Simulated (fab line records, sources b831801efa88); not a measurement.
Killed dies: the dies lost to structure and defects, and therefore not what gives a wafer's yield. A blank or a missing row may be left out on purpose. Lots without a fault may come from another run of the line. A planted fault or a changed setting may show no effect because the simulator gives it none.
fab line records | flow sky130
[record] lots = 11 | wafers = 33 | lastDay = 50
route steps=708 shown VT_ADJUST_LVTN@117 POLY_GATE@232 LDD_N@253 VIA2@527 PAD_OPEN@708
lots that met no fault: taken from a fault-free run of the same line
startH: hours from the record's first day to the start of the lot's first wafer shown | waitH: hours since the lot's step before | " the same as in the row above | L1.1+2: a single row standing in for several wafers | - either no value or no given start | * or withheld: withheld | < > ~ a bound
route shown NAME@n: names a module that has steps shown in the file, with the first one's number in the route | usual: mean/standard deviation of fault-free wafers | same: alike in all rows | chamber/n: place in a boat | sites: readings site by site | _std_site: how widely they spread, as a standard deviation | _edge_site: outer sites' mean less inner sites' | radiusMm: for every site, how far away it sits from the centre of the wafer | mask NAME#n: copy n | behind: tool/chamber where the wafer was last shaped | hold: reason for holding the lot/hours on hold/outcome of the hold | device: the transistor (n, p or np) that didn't switch | end of line: the same wafers' tests at the end of the route | step lacking rows: just its recipe | killed: dies lost to structure and defects at the first sort, not the wafer's yield | map: a wafer's dies, marking killed ones x, the rest . and places with no die _
set.NAME: setting as actually run; set.NAME@STEP: the setting as run at that earlier step | model.NAME: the simulator's own value behind a step, which no gauge read
one table for each step of the route and one row for each wafer, over a sample of lots
services: a tool's chamber out of use, with start hour (startH, from the record's first day; less than 0 if before it), hours out, and reason
[[steps]]
[step SKY_VT_ADJUST_LVTN_STRIP_20]
[recipe] chemistry = O2/N2 | powerW = 1400 | pressureMtorr = 1500 | platenTempC = withheld | o2FlowSccm = 3000 | n2FlowSccm = 300 | overashFraction = 0.5
[usual] drypumpMotorCurrentA = 5.9/0.39 | o2FlowSccm = 3002/13 | oesProductAu = 0.716/0.0042 | stripTimeToEndpointS = 14.20/0.038
lot.wafer | tool           | chamber | startH | waitH | drypumpMotorCurrentA | o2FlowSccm | oesProductAu | rfHoursCounterH | stripTimeToEndpointS
L189.1    | plasmaAsher-01 | 0       | 176.00 | 0.1   | 5.7                  | 3019       | 0.714        | 6               | 14.22
L189.5    | "              | 1       | "      | "     | 6.5                  | 3006       | 0.717        | -               | 14.20
L189.6    | "              | 0       | "      | "     | 5.7                  | 2996       | 0.718        | -               | 14.23
L190.4    | plasmaAsher-03 | 1       | 183.81 | 0.1   | 6.0                  | 3002       | 0.717        | -               | 14.23
L190.5    | "              | 0       | "      | "     | 6.0                  | 3009       | 0.726        | -               | 14.26
L190.6    | "              | 1       | "      | "     | 6.0                  | 2994       | 0.704        | -               | 14.22
L191.1    | plasmaAsher-03 | 1       | 197.71 | 0.1   | 6.0                  | 3001       | 0.713        | 53              | 14.18
L191.3    | "              | 1       | "      | "     | 6.0                  | 3007       | 0.724        | -               | 14.15
L191.5    | "              | 1       | "      | "     | 6.0                  | 3005       | 0.713        | -               | 14.19
L192.1    | plasmaAsher-01 | 0       | 203.70 | 0.1   | 5.7                  | 2999       | 0.715        | 9               | 14.24
L192.4    | "              | 0       | "      | "     | 5.7                  | 3004       | 0.718        | -               | 14.27
L192.5    | "              | 1       | "      | "     | 6.5                  | 3013       | 0.710        | -               | 14.20
L193.1    | plasmaAsher-02 | 0       | 206.70 | 0.1   | 5.2                  | 3001       | 0.715        | 48              | 14.19
L193.2    | "              | 1       | "      | "     | 5.5                  | 3021       | 0.713        | 48              | 14.20
L193.3    | "              | 0       | "      | "     | 5.2                  | 2997       | 0.712        | -               | 14.22
L194.2    | plasmaAsher-01 | 1       | 211.65 | 0.1   | 6.5                  | 3002       | 0.712        | 10              | 14.28
L194.5    | "              | 1       | "      | "     | 6.5                  | 3003       | 0.720        | -               | 14.29
L194.6    | "              | 0       | "      | "     | 5.7                  | 3004       | 0.720        | -               | 14.29
L195.2    | plasmaAsher-03 | 0       | 220.08 | 0.1   | 6.0                  | 2997       | 0.720        | 55              | 14.18
L195.4    | "              | 1       | "      | "     | 6.0                  | 2996       | 0.722        | -               | 14.25
L195.5    | "              | 1       | "      | "     | 6.0                  | 3000       | 0.708        | -               | 14.20
L204.1    | plasmaAsher-03 | 0       | 278.95 | 0.1   | 6.0                  | 2994       | 0.710        | 61              | 14.19
L204.4    | "              | 1       | "      | "     | 6.0                  | 3005       | 0.720        | -               | 14.17
L204.5    | "              | 0       | "      | "     | 6.0                  | 3003       | 0.717        | -               | 14.20
L203.3    | plasmaAsher-03 | 0       | 279.51 | 0.1   | 6.0                  | 2991       | 0.715        | -               | 14.21
L203.5    | "              | 0       | "      | "     | 6.0                  | 3003       | 0.720        | -               | 14.18
L203.6    | "              | 1       | "      | "     | 6.0                  | 2996       | 0.712        | -               | 14.10
L207.1    | plasmaAsher-03 | 1       | 299.80 | 0.1   | 6.0                  | 2991       | 0.717        | 63              | 14.15
L207.2    | "              | 0       | "      | "     | 6.0                  | 3000       | 0.716        | 63              | 14.13
L207.3    | "              | 0       | "      | "     | 6.0                  | 2996       | 0.717        | -               | 14.12
L208.2    | plasmaAsher-03 | 1       | 306.03 | 0.1   | 6.0                  | 3001       | 0.715        | 63              | 14.22
L208.3    | "              | 1       | "      | "     | 6.0                  | 3011       | 0.717        | -               | 14.21
L208.6    | "              | 1       | "      | "     | 6.0                  | 3002       | 0.710        | -               | 14.16
[step SKY_POLY_GATE_STRIP_18]
[recipe] chemistry = O2/N2 | powerW = 1400 | pressureMtorr = 1500 | platenTempC = withheld | o2FlowSccm = 3000 | n2FlowSccm = 300 | overashFraction = 0.5
[usual] drypumpMotorCurrentA = 5.7/0.4 | o2FlowSccm = 3000/8.5 | oesProductAu = 0.361/0.0042 | stripTimeToEndpointS = 3.145/0.022
lot.wafer | tool           | chamber | startH | waitH | drypumpMotorCurrentA | o2FlowSccm | oesProductAu | rfHoursCounterH | stripTimeToEndpointS
L189.1    | plasmaAsher-02 | 0       | 379.84 | 0.0   | 5.2                  | 3016       | 0.364        | 65              | 3.124
L189.5    | "              | 1       | "      | "     | 5.5                  | 3004       | 0.359        | -               | 3.152
L189.6    | "              | 0       | "      | "     | 5.2                  | 3003       | 0.359        | -               | 3.129
L190.4    | plasmaAsher-04 | 1       | 395.74 | 0.1   | 5.2                  | 3003       | 0.353        | -               | 3.137
L190.5    | "              | 1       | "      | "     | 5.2                  | 3003       | 0.368        | -               | 3.153
L190.6    | "              | 0       | "      | "     | 6.3                  | 3001       | 0.369        | -               | 3.155
L192.1    | plasmaAsher-04 | 0       | 436.34 | 0.0   | 6.3                  | 3003       | 0.360        | 61              | 3.174
L192.4    | "              | 0       | "      | "     | 6.2                  | 3005       | 0.359        | -               | 3.101
L192.5    | "              | 0       | "      | "     | 6.3                  | 3013       | 0.361        | -               | 3.117
L191.1    | plasmaAsher-03 | 0       | 436.69 | 0.0   | 6.0                  | 2990       | 0.359        | 77              | 3.158
L191.3    | "              | 0       | "      | "     | 6.0                  | 2994       | 0.358        | -               | 3.126
L191.5    | "              | 0       | "      | "     | 6.0                  | 3000       | 0.357        | -               | 3.159
L193.1    | plasmaAsher-02 | 1       | 436.75 | 0.0   | 5.5                  | 3002       | 0.357        | 1               | 3.125
L193.2    | "              | 0       | "      | "     | 5.2                  | 3009       | 0.359        | 1               | 3.137
L193.3    | "              | 1       | "      | "     | 5.5                  | 2993       | 0.360        | -               | 3.167
L194.2    | plasmaAsher-04 | 0       | 437.04 | 0.0   | 6.3                  | 3003       | 0.360        | 61              | 3.103
L194.5    | "              | 1       | "      | "     | 5.2                  | 3000       | 0.365        | -               | 3.131
L194.6    | "              | 0       | "      | "     | 6.3                  | 3006       | 0.362        | -               | 3.119
L195.2    | plasmaAsher-03 | 1       | 448.66 | 0.0   | 6.0                  | 2996       | 0.357        | 78              | 3.158
L195.4    | "              | 0       | "      | "     | 6.0                  | 2997       | 0.358        | -               | 3.105
L195.5    | "              | 1       | "      | "     | 6.0                  | 2995       | 0.365        | -               | 3.141
L203.3    | plasmaAsher-04 | 1       | 518.43 | 0.1   | 5.2                  | 3001       | 0.365        | -               | 3.182
L203.5    | "              | 0       | "      | "     | 6.2                  | 2997       | 0.363        | -               | 3.175
L203.6    | "              | 1       | "      | "     | 5.2                  | 2999       | 0.364        | -               | 3.151
L204.1    | plasmaAsher-02 | 0       | 522.03 | 0.0   | 5.2                  | 3001       | 0.354        | 9               | 3.169
L204.4    | "              | 1       | "      | "     | 5.5                  | 2999       | 0.357        | -               | 3.121
L204.5    | "              | 0       | "      | "     | 5.2                  | 3004       | 0.357        | -               | 3.158
L207.1    | plasmaAsher-03 | 1       | 544.75 | 0.0   | 6.0                  | 2999       | 0.363        | 88              | 3.116
L207.2    | "              | 0       | "      | "     | 6.0                  | 2987       | 0.353        | 88              | 3.145
L207.3    | "              | 0       | "      | "     | 6.0                  | 3001       | 0.358        | -               | 3.166
L208.2    | plasmaAsher-02 | 1       | 555.08 | 0.0   | 5.5                  | 2994       | 0.361        | 13              | 3.123
L208.3    | "              | 1       | "      | "     | 5.5                  | 3004       | 0.364        | -               | 3.110
L208.6    | "              | 1       | "      | "     | 5.5                  | 2993       | 0.365        | -               | 3.137
[step SKY_LDD_N_STRIP_16]
[recipe] chemistry = O2/N2 | powerW = 1400 | pressureMtorr = 1500 | platenTempC = withheld | o2FlowSccm = 3000 | n2FlowSccm = 300 | overashFraction = 0.5
[usual] drypumpMotorCurrentA = 5.8/0.38 | o2FlowSccm = 3000/8 | oesProductAu = 0.406/0.0046 | stripTimeToEndpointS = 4.313/0.019
lot.wafer | tool           | chamber | startH | waitH | drypumpMotorCurrentA | o2FlowSccm | oesProductAu | rfHoursCounterH | stripTimeToEndpointS
L189.1    | plasmaAsher-01 | 1       | 414.48 | 0.1   | 6.5                  | 3015       | 0.406        | 29              | 4.302
L189.5    | "              | 0       | "      | "     | 5.7                  | 2991       | 0.401        | -               | 4.299
L189.6    | "              | 1       | "      | "     | 6.5                  | 2994       | 0.412        | -               | 4.314
L190.4    | plasmaAsher-03 | 0       | 429.11 | 0.1   | 6.0                  | 3003       | 0.413        | -               | 4.310
L190.5    | "              | 1       | "      | "     | 5.9                  | 3015       | 0.405        | -               | 4.326
L190.6    | "              | 0       | "      | "     | 6.0                  | 2999       | 0.416        | -               | 4.318
L192.1    | plasmaAsher-02 | 1       | 470.15 | 0.1   | 5.5                  | 3006       | 0.409        | 4               | 4.330
L192.4    | "              | 0       | "      | "     | 5.2                  | 2991       | 0.400        | -               | 4.322
L192.5    | "              | 1       | "      | "     | 5.5                  | 3000       | 0.409        | -               | 4.350
L191.1    | plasmaAsher-03 | 1       | 470.62 | 0.1   | 5.9                  | 2996       | 0.401        | 81              | 4.305
L191.3    | "              | 1       | "      | "     | 6.0                  | 2983       | 0.407        | -               | 4.296
L191.5    | "              | 1       | "      | "     | 6.0                  | 2993       | 0.405        | -               | 4.308
L193.1    | plasmaAsher-02 | 1       | 471.23 | 0.1   | 5.5                  | 2983       | 0.407        | 4               | 4.285
L193.2    | "              | 0       | "      | "     | 5.2                  | 2993       | 0.414        | 4               | 4.265
L193.3    | "              | 0       | "      | "     | 5.2                  | 2996       | 0.413        | -               | 4.294
L194.2    | plasmaAsher-01 | 0       | 471.57 | 0.1   | 5.7                  | 3000       | 0.404        | 36              | 4.299
L194.5    | "              | 1       | "      | "     | 6.5                  | 3001       | 0.407        | -               | 4.307
L194.6    | "              | 0       | "      | "     | 5.8                  | 2996       | 0.401        | -               | 4.313
L195.2    | plasmaAsher-02 | 0       | 482.65 | 0.1   | 5.2                  | 3019       | 0.404        | 5               | 4.319
L195.4    | "              | 0       | "      | "     | 5.2                  | 3017       | 0.409        | -               | 4.297
L195.5    | "              | 0       | "      | "     | 5.2                  | 3015       | 0.403        | -               | 4.346
L203.3    | plasmaAsher-03 | 1       | 551.41 | 0.1   | 6.0                  | 3015       | 0.402        | -               | 4.367
L203.5    | "              | 0       | "      | "     | 6.0                  | 2990       | 0.412        | -               | 4.330
L203.6    | "              | 1       | "      | "     | 6.0                  | 2989       | 0.402        | -               | 4.354
L204.1    | plasmaAsher-02 | 0       | 554.17 | 0.1   | 5.2                  | 3019       | 0.411        | 12              | 4.300
L204.4    | "              | 1       | "      | "     | 5.5                  | 3004       | 0.405        | -               | 4.310
L204.5    | "              | 1       | "      | "     | 5.5                  | 3004       | 0.406        | -               | 4.312
L207.1    | plasmaAsher-03 | 1       | 577.22 | 0.1   | 6.0                  | 3002       | 0.405        | 91              | 4.297
L207.2    | "              | 0       | "      | "     | 6.0                  | 3008       | 0.400        | 91              | 4.293
L207.3    | "              | 1       | "      | "     | 6.0                  | 2997       | 0.398        | -               | 4.292
L208.2    | plasmaAsher-03 | 0       | 586.95 | 0.1   | 6.0                  | 3005       | 0.404        | 92              | 4.336
L208.3    | "              | 0       | "      | "     | 6.0                  | 2997       | 0.407        | -               | 4.347
L208.6    | "              | 1       | "      | "     | 6.0                  | 3006       | 0.404        | -               | 4.346
[step SKY_VIA2_SPUTTER_20]
[recipe] material = TiN | targetThkNm = 20 | chamberPressurePa = 5 | powerW = 4000 | timeS = 80
[usual] cathodeDcPowerW = 4000.0/0.7 | chamberPressurePa = 5.000/0.0097 | throttleValvePct = 30.2/1.5
lot.wafer | tool          | chamber | startH  | waitH | cathodeDcPowerW | chamberPressurePa | throttleValvePct
L189.1    | pvdSputter-01 | -       | 858.79  | 0.0   | 3999.1          | 4.995             | 31.2
L189.5    | "             | -       | "       | "     | 4000.5          | 5.010             | 29.5
L189.6    | "             | -       | "       | "     | 4000.1          | 5.009             | 31.2
L190.4    | pvdSputter-01 | -       | 871.49  | 0.0   | 3999.4          | 5.010             | 28.9
L190.5    | "             | -       | "       | "     | 4001.2          | 4.997             | 29.2
L190.6    | "             | -       | "       | "     | 4000.8          | 5.014             | 28.8
L192.1    | pvdSputter-04 | -       | 904.46  | 0.0   | 3999.5          | 5.002             | 30.9
L192.4    | "             | -       | "       | "     | 4001.2          | 4.990             | 28.5
L192.5    | "             | -       | "       | "     | 3998.9          | 5.008             | 29.9
L193.1    | pvdSputter-04 | -       | 906.43  | 0.0   | 3999.1          | 5.000             | 32.9
L193.2    | "             | -       | "       | "     | 3999.2          | 5.008             | 30.8
L193.3    | "             | -       | "       | "     | 3999.7          | 5.000             | 30.0
L191.1    | pvdSputter-04 | -       | 908.13  | 0.0   | -               | -                 | -
L191.3    | "             | -       | "       | "     | -               | -                 | -
L191.5    | "             | -       | "       | "     | -               | -                 | -
L194.2    | pvdSputter-04 | -       | 911.07  | 0.0   | -               | -                 | -
L194.5    | "             | -       | "       | "     | -               | -                 | -
L194.6    | "             | -       | "       | "     | -               | -                 | -
L195.2    | pvdSputter-01 | -       | 915.71  | 0.0   | -               | -                 | -
L195.4    | "             | -       | "       | "     | -               | -                 | -
L195.5    | "             | -       | "       | "     | -               | -                 | -
L203.3    | pvdSputter-03 | -       | 970.04  | 0.0   | 3999.6          | 5.005             | 32.2
L203.5    | "             | -       | "       | "     | 4000.0          | 4.995             | 30.6
L203.6    | "             | -       | "       | "     | 3999.2          | 5.005             | 29.4
L204.1    | pvdSputter-04 | -       | 972.56  | 0.0   | 4000.7          | 5.002             | 30.6
L204.4    | "             | -       | "       | "     | 4001.5          | 5.003             | 32.7
L204.5    | "             | -       | "       | "     | 3999.7          | 5.006             | 31.0
L207.1    | pvdSputter-04 | -       | 989.01  | 0.0   | 4000.9          | 5.013             | 28.5
L207.2    | "             | -       | "       | "     | 4000.3          | 4.987             | 33.2
L207.3    | "             | -       | "       | "     | 4000.7          | 5.004             | 29.9
L208.2    | pvdSputter-04 | -       | 1000.52 | 0.0   | 3999.8          | 4.993             | 29.5
L208.3    | "             | -       | "       | "     | 3999.5          | 4.983             | 28.7
L208.6    | "             | -       | "       | "     | 3998.6          | 5.002             | 30.9
[step SKY_PAD_OPEN_PROBE_99]
[usual] defectLimitedYield = 82.5/1.9 | killed_at_M0_to_M3 = 44/6.4 | killed_at_M4_up = 3.4/2.1 | killedAtContacts = 23/5 | killedAtFrontEnd = 15/4.5 | killedAtOther = 0.3/0.54 | killedDies = 86/9.5 | killedOnRim = 17/3.9 | killedOpen = 48/6.9 | killedShort = 38/5.9 | sort_bin_3_pad_short = 0.8/0.44 | sort_bin_5_function = 10.5/1.6 | sort_bin_6_memory = 6.1/1.1 | sortNPass = 406/9.5 | sortYieldPct = 82.5/1.9
[same] grossDies = 492 | killedAtBackSide = 0 | sort_bin_4_leakage[%] = 0 | sort_bin_8_speed[%] = 0
lot.wafer | tool      | chamber | startH  | waitH | defectLimitedYield[%] | killed_at_M0_to_M3 | killed_at_M4_up | killedAtContacts | killedAtFrontEnd | killedAtOther | killedDies | killedOnRim | killedOpen | killedShort | sort_bin_3_pad_short[%] | sort_bin_5_function[%] | sort_bin_6_memory[%] | sortNPass | sortYieldPct[%]
L191.1    | prober-02 | -       | 1121.48 | 0.1   | 0                     | 446                | 1               | 25               | 20               | 0             | 492        | 96          | 48         | 35          | 0.8                     | 93.1                   | 6.1                  | 0         | 0
L191.3    | prober-02 | -       | 1121.58 | 0.2   | 0                     | 451                | 5               | 17               | 19               | 0             | 492        | 96          | 39         | 39          | 0                       | 94.9                   | 5.1                  | 0         | 0
L191.5    | prober-02 | -       | 1121.68 | 0.2   | 0                     | 454                | 5               | 24               | 9                | 0             | 492        | 96          | 41         | 43          | 0.6                     | 93.1                   | 6.3                  | 0         | 0
L194.2    | prober-01 | -       | 1122.20 | 0.1   | 0                     | 450                | 2               | 22               | 17               | 1             | 492        | 96          | 46         | 44          | 1.4                     | 93.9                   | 4.7                  | 0         | 0
L194.5    | prober-01 | -       | 1122.35 | 0.2   | 0                     | 450                | 1               | 29               | 12               | 0             | 492        | 96          | 39         | 43          | 3.0                     | 92.1                   | 4.9                  | 0         | 0
L194.6    | prober-01 | -       | 1122.40 | 0.2   | 0                     | 463                | 3               | 20               | 6                | 0             | 492        | 96          | 40         | 36          | 0                       | 93.5                   | 6.5                  | 0         | 0
L195.2    | prober-02 | -       | 1126.78 | 0.1   | 0                     | 450                | 2               | 23               | 17               | 0             | 492        | 96          | 39         | 41          | 1.6                     | 90.9                   | 7.5                  | 0         | 0
L195.4    | prober-02 | -       | 1126.88 | 0.2   | 0                     | 447                | 0               | 29               | 16               | 0             | 492        | 96          | 56         | 29          | 0.6                     | 93.7                   | 5.7                  | 0         | 0
L195.5    | prober-02 | -       | 1126.93 | 0.2   | 0                     | 456                | 2               | 26               | 8                | 0             | 492        | 96          | 40         | 31          | 0.8                     | 93.1                   | 6.1                  | 0         | 0
// killed by level:class
L191.1 VIA2:areaSputter=408 VIA2:geometricParticle:open=10 CONTACT:geometricParticle:open=8 VIA3:geometricParticle:short=6 POLY_GATE:geometricParticle:open=5 LI_CONTACT:geometricParticle:open=5 CONTACT:geometricParticle:short=5 VIA1:geometricParticle:open=5
L191.3 VIA2:areaSputter=413 VIA1:geometricParticle:open=7 FIELD_ISO:geometricParticle:short=6 VIA1:geometricParticle:short=6 CONTACT:geometricParticle:open=6 LI_CONTACT:geometricParticle:open=5 VIA2:geometricParticle:short=5 VIA2:geometricParticle:open=5
L191.5 VIA2:areaSputter=407 VIA1:geometricParticle:open=11 VIA3:geometricParticle:open=6 LOCAL_INTERCONNECT:geometricParticle:short=6 CONTACT:geometricParticle:short=6 CONTACT:geometricParticle:open=6 METAL1:geometricParticle:short=6 METAL3:geometricParticle:short=5
L194.2 VIA2:areaSputter=402 VIA1:geometricParticle:open=14 METAL2:geometricParticle:short=8 VIA3:geometricParticle:open=8 CONTACT:geometricParticle:short=7 CONTACT:geometricParticle:open=7 VIA1:geometricParticle:short=6 POLY_GATE:geometricParticle:open=5
L194.5 VIA2:areaSputter=410 CONTACT:geometricParticle:open=8 LI_CONTACT:geometricParticle:open=7 LOCAL_INTERCONNECT:geometricParticle:short=6 VIA1:geometricParticle:open=6 VIA1:geometricParticle:short=5 VIA2:geometricParticle:open=5 LI_CONTACT:geometricParticle:short=5
L194.6 VIA2:areaSputter=416 VIA1:geometricParticle:open=12 METAL2:geometricParticle:short=7 VIA2:geometricParticle:open=7 LOCAL_INTERCONNECT:geometricParticle:short=5 METAL1:geometricParticle:short=5 LI_CONTACT:geometricParticle:open=4 CONTACT:geometricParticle:open=4
L195.2 VIA2:areaSputter=412 VIA1:geometricParticle:open=9 LI_CONTACT:geometricParticle:short=8 LI_CONTACT:geometricParticle:open=6 VIA3:geometricParticle:open=6 FIELD_ISO:geometricParticle:open=5 METAL1:geometricParticle:short=5 VIA1:geometricParticle:short=5
L195.4 VIA2:areaSputter=407 VIA1:geometricParticle:open=11 LI_CONTACT:geometricParticle:open=10 CONTACT:geometricParticle:open=10 FIELD_ISO:geometricParticle:open=7 VIA3:geometricParticle:open=7 VIA1:geometricParticle:short=6 VIA2:geometricParticle:open=6
L195.5 VIA2:areaSputter=421 CONTACT:geometricParticle:open=10 VIA1:geometricParticle:open=9 LI_CONTACT:geometricParticle:open=6 METAL1:geometricParticle:short=6 METAL2:geometricParticle:short=5 VIA3:geometricParticle:open=5 CONTACT:geometricParticle:short=4
[[services]]
tool           | chamber | startH | hours | kind
plasmaAsher-02 | -       | 157.61 | 2.8   | pm
plasmaAsher-02 | -       | 160.36 | 28.1  | pm
plasmaAsher-03 | -       | 186.75 | 3.2   | repair
plasmaAsher-02 | -       | 213.69 | 0.7   | repair
plasmaAsher-01 | -       | 260.32 | 4.6   | repair
pvdSputter-04  | -       | 267.99 | 2.0   | repair
plasmaAsher-03 | -       | 332.32 | 1.4   | repair
plasmaAsher-02 | -       | 421.26 | 9.0   | pm
pvdSputter-04  | -       | 428.54 | 1.9   | repair
plasmaAsher-02 | -       | 442.70 | 0.5   | repair
pvdSputter-04  | -       | 463.33 | 33.4  | repair
pvdSputter-04  | -       | 562.50 | 4.3   | repair
plasmaAsher-03 | -       | 609.04 | 1.1   | repair
plasmaAsher-03 | -       | 646.50 | 1.6   | repair
plasmaAsher-02 | -       | 661.08 | 13.5  | repair
plasmaAsher-01 | -       | 662.93 | 3.4   | repair
plasmaAsher-01 | -       | 672.36 | 1.1   | repair
plasmaAsher-03 | -       | 678.77 | 5.7   | repair
plasmaAsher-03 | -       | 733.75 | 9.0   | pm
plasmaAsher-02 | -       | 753.23 | 4.1   | repair
pvdSputter-04  | -       | 763.78 | 5.0   | repair
plasmaAsher-02 | -       | 817.29 | 14.6  | pm
plasmaAsher-02 | -       | 963.70 | 4.3   | repair
plasmaAsher-02 | -       | 977.03 | 2.0   | repair
[[key]]
[firstSign] step = SKY_VIA2_SPUTTER_20 | reading = toolRecord | direction = missing
[effect] step = SKY_PAD_OPEN_PROBE_99 | reading = killed_at_M0_to_M3 | direction = up | sigmas = 64 | usual = 44 | struck = 452
[moreKillsBornAt] SKY_VIA2_SPUTTER_20@pvdSputter-04 = 2452 | SKY_VIA2_SPUTTER_20@pvdSputter-01 = 1238
metAt SKY_VIA2_SPUTTER_20
struckLots L191,L194,L195
laterRowsLeftOut L191.1,L191.3,L191.5,L194.2,L194.5,L194.6,L195.2,L195.4,L195.5
notActingAt SKY_VT_ADJUST_LVTN_STRIP_20,SKY_POLY_GATE_STRIP_18,SKY_LDD_N_STRIP_16
onsetBetween 906.43 908.13
[fault] kind = skippedStepWhole | tool = pvdSputter-01,pvdSputter-04 | chamber = - | onsetH = 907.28 | steps = SKY_VIA2_SPUTTER_20 | scope = struckLotsOnly
// laterRowsLeftOut: the simulator's readings of these wafers behind a module that went badly wrong aren't trusted and aren't shown, but for the sort
